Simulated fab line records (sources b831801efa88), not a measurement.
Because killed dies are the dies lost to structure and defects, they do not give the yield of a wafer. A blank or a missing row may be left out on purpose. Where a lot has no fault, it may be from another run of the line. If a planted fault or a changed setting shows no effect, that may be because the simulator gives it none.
What tool caused it? | flow gf180mcu | 21 wafers from 7 lots sampled at 2 of the route's 602 steps

== WHAT EACH GAUGE READ, for each wafer ==
GF_HV_LDD_TW_MEAS_38.
lot  | measured     | on           | HV_LDD_3_TW
L163 | day 11 20:16 | filmMetro-03 | 1444 1440 1439
L168 | day 13 12:19 | filmMetro-03 | 1443 1449 1453
L170 | day 14 07:01 | filmMetro-03 | 1435 1431 1434
L172 | day 14 21:05 | filmMetro-03 | 1437 1437 1445
L174 | day 15 08:34 | filmMetro-04 | 1447 1447 1448
L178 | day 16 23:50 | filmMetro-03 | 1314 1312 1323 1322 1320 1315
L180 | day 17 15:53 | filmMetro-04 | 1324 1324 1319 1318 1323 1319

== TOOL THAT RAN EACH LOT (tool first, then ch and the chambers of the sampled wafers, then the start) ==
lot  | GF_HV_LDD_IMPLANT_36
L163 | implanter-01 ch 0, day 11 20:01
L168 | implanter-03 ch 0, day 13 12:04
L170 | implanter-01 ch 0, day 14 06:46
L172 | implanter-01 ch 0, day 14 20:51
L174 | implanter-03 ch 0, day 15 08:20
L178 | implanter-02, day 16 23:35
L180 | implanter-01, day 17 15:38
- GF_HV_LDD_IMPLANT_36

== THE ANSWER, worked out from the rows above alone ==
Rule: the lots themselves supply what counts as usual. Put in order of their means at a reading, lots are off if they are a third of the lots or fewer, leave a main group of 4 or more, and stand apart from it by a gap of 3 or more times the standard deviation of the main group's means; of several such gaps the widest counts. If all means in a main group match to the digits the tables above print for the reading, that group is not used. A lot without any number at a reading at which 4 lots or more have one is off too. Any other lot the step has rows for is counted as sound.
Off: L178, L180, at GF_HV_LDD_TW_MEAS_38 (HV_LDD_3_TW). The main group has a mean of 1442 with a standard deviation of 5.5.
If a tool, at a process step before that reading, ran all the lots that are off and no sound lot after the first of them, it fits. Gauges at GF_HV_LDD_TW_MEAS_38: tried the same way as those tools. Not one of the candidates tried fits.

== WHAT THE SIMULATOR PUT IN ==
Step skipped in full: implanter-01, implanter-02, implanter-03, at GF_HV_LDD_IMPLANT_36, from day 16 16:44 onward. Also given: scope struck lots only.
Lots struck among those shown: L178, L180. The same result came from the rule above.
